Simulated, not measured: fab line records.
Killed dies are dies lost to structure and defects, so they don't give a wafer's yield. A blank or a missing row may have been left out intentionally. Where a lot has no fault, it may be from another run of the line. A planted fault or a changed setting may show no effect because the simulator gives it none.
Comparing a struck lot with a sound one / flow sky130 / 44 out of 708 route steps
Sound: wafers L295.1, L295.3, L295.4. Struck: wafer L287.2. (L287.3 of the same lot was not struck and is left out.) The cause comes at the end.
Each step with rows lists, per side, the tool, then ch with its chambers, then its first start. Under that, the readings that differ: sound wafers / struck wafers / difference of the means / sigmas: that difference in standard deviations of wafers without a fault.
alike: readings whose means differ by less than 2 such deviations, and words and numbers that are the same on both sides. not compared: withheld readings, readings that some wafer has no value for, bounds like >300 that may hide the same value, and numbers for which the record gives no deviation and whose values overlap.
A row with sigmas, a row that says differs or no value, or rows on one side alone: a step with any of these is where the two part. Numbers that don't overlap but have no deviation are shown without sigmas and don't part them. A reading missing from all wafers of one side parts the sides only when that side holds two or more wafers.

first, 2 steps without rows for these wafers: SKY_DNWELL_DEVELOP_06 (develop time 60 s); SKY_DNWELL_IMPLANT_07.
SKY_DNWELL_STRIP_08: strips in O2/N2.
  sound on plasma_asher-01 ch 0,1, day 7 08:59; struck on plasma_asher-01 ch 1, day 5 15:59
reading=oes_product_au (a.u.); sound=0.722 0.729 0.735; struck=0.717; difference=-0.012; sigmas=-3
  alike: drypump_motor_current_A, o2_flow_sccm, strip_time_to_endpoint_s
  not compared: rf_hours_counter_h
SKY_DNWELL_TW_MEAS_09:
  sound on film_metro-03 at day 7 09:05; struck on film_metro-03 at day 5 16:06
  alike: DNWELL_TW
then, 7 steps without rows for these wafers: SKY_PWDE_DEHYDRATE_00 (time 60 s); SKY_PWDE_HMDS_01 (prime time 60 s); SKY_PWDE_COAT_02 (resist thk 3000 nm); SKY_PWDE_SOFTBAKE_03; SKY_PWDE_EXPOSE_04 (exposes mask PWDEM, target cd 840 nm); SKY_PWDE_PEB_05; SKY_PWDE_DEVELOP_06 (develop time 60 s).
SKY_PWDE_OVL_MEAS_07:
  sound on overlay-01 at day 8 04:54; struck on overlay-01 at day 6 10:54
  alike: PWDE_OVL
SKY_PWDE_IMPLANT_08:
  sound on implanter-04 ch 0, day 8 04:56; struck on implanter-01 ch 0, day 6 10:57
reading=beam_on_s (s); sound=9.70 10.03 9.90; struck=14.20; difference=+4.32; sigmas=+20
reading=faraday_current_uA; sound=20.9 20.2 20.4; struck=14.3; difference=-6.2; sigmas=-14
SKY_PWDE_STRIP_09: strips in O2/N2.
  sound on plasma_asher-02 ch 0,1, day 8 05:05; struck on plasma_asher-02 ch 0, day 6 11:05
  alike: drypump_motor_current_A, o2_flow_sccm, oes_product_au, strip_time_to_endpoint_s
  not compared: rf_hours_counter_h
SKY_PWDE_TW_MEAS_10:
  sound on film_metro-02 at day 8 05:11; struck on film_metro-03 at day 6 11:11
reading=PWDE_TW; sound=373.5 369.4 371.9; struck=421.1; difference=+49.5; sigmas=+23
then, 7 steps without rows for these wafers: SKY_NWELL_DEHYDRATE_03 (time 60 s); SKY_NWELL_HMDS_04 (prime time 60 s); SKY_NWELL_COAT_05 (resist thk 3000 nm); SKY_NWELL_SOFTBAKE_06; SKY_NWELL_EXPOSE_07 (exposes mask NWM, target cd 840 nm); SKY_NWELL_PEB_08; SKY_NWELL_DEVELOP_09 (develop time 60 s).
SKY_NWELL_OVL_MEAS_10:
  sound on overlay-02 at day 9 02:23; struck on overlay-02 at day 7 05:39
  alike: NWELL_00_OVL
then, 3 steps without rows for these wafers: SKY_NWELL_IMPLANT_11; SKY_NWELL_IMPLANT_12; SKY_NWELL_IMPLANT_13.
SKY_NWELL_STRIP_14: strips in O2/N2.
  sound on plasma_asher-02 ch 0,1, day 9 02:52; struck on plasma_asher-04 ch 0, day 7 06:08
  alike: drypump_motor_current_A, o2_flow_sccm, oes_product_au, strip_time_to_endpoint_s
  not compared: rf_hours_counter_h
SKY_NWELL_TW_MEAS_15:
  sound on film_metro-03 at day 9 02:58; struck on film_metro-03 at day 7 06:14
  alike: NWELL_TW
then, 7 steps without rows for these wafers: SKY_NWELL_DEHYDRATE_16 (time 60 s); SKY_NWELL_HMDS_17 (prime time 60 s); SKY_NWELL_COAT_18 (resist thk 3000 nm); SKY_NWELL_SOFTBAKE_19; SKY_NWELL_EXPOSE_20 (exposes mask NWM COMPLEMENT, target cd 840 nm); SKY_NWELL_PEB_21; SKY_NWELL_DEVELOP_22 (develop time 60 s).
SKY_NWELL_OVL_MEAS_23:
  sound on overlay-02 at day 10 00:41; struck on overlay-02 at day 8 01:06
  alike: NWELL_01_OVL
following that, these wafers have no rows for 1 step: SKY_NWELL_IMPLANT_24.
SKY_NWELL_STRIP_25: strips in O2/N2.
  sound on plasma_asher-04 ch 0,1, day 10 00:55; struck on plasma_asher-04 ch 0, day 8 01:17
  alike: drypump_motor_current_A, o2_flow_sccm, oes_product_au, strip_time_to_endpoint_s
  not compared: rf_hours_counter_h
SKY_NWELL_TW_MEAS_26:
  sound on film_metro-03 at day 10 01:01; struck on film_metro-02 at day 8 01:23
  alike: NWELL_2_TW
then, 1 step without rows for these wafers: SKY_NWELL_CLEAN_27 (cleans in SC1/SC2, time 150 s).
SKY_NWELL_RTA_28: time 30 s.
  sound on rtp_anneal-01 ch 0, day 10 01:08; struck on rtp_anneal-02 ch 0, day 8 01:31
  alike: lamp_power_pct, wafer_temp_C_max
SKY_NWELL_RS_MEAS_29: measures by four-point-probe.
  sound on film_metro-02 at day 10 01:14; struck on film_metro-03 at day 8 01:37
reading=NWELL_RS (ohm/sq); sound=620.6 621.5 623.7; struck=627.0; difference=+5.1; sigmas=+3
SKY_NWELL_RS_MEAS_31: measures by four-point-probe.
  sound on film_metro-02 at day 10 01:29; struck on film_metro-03 at day 8 01:51
reading=PWDE_RS (ohm/sq); sound=5271 5269 5261; struck=4006; difference=-1261; sigmas=-84
-- the record jumps here: 41 days lie between the struck wafers' starts before and after (it left off in module NWELL and takes up again in module PAD_OPEN, whose first step shown is number 708 of the route) --
SKY_PAD_OPEN_PROBE_99:
  sound on prober-01 at day 50 06:59; struck on prober-02 at day 48 15:41
reading=model.etest.res_p_drift_20v.line_ohm_um; sound=1.119e+04 1.179e+04 1.121e+04; struck=8204; difference=-3193; sigmas=
reading=model.etest.res_p_drift_20v.rs_ohm_sq; sound=9408 9814 9510; struck=6867; difference=-2710; sigmas=
reading=model.etest.res_pwde_under_gate.rs_ohm_sq; sound=6264 6218 6248; struck=4503; difference=-1740; sigmas=
  alike: killed_at_M0_to_M3, killed_at_M4_up, killed_at_contacts, killed_at_front_end, killed_at_other, killed_dies, killed_open, killed_short

## WHERE THEY PART
Earliest at SKY_DNWELL_STRIP_08; latest, in this record, at SKY_NWELL_RS_MEAS_31. Later steps at which nothing parts them and some readings are alike: SKY_PAD_OPEN_PROBE_99.

WHY: the cause the simulator had injected
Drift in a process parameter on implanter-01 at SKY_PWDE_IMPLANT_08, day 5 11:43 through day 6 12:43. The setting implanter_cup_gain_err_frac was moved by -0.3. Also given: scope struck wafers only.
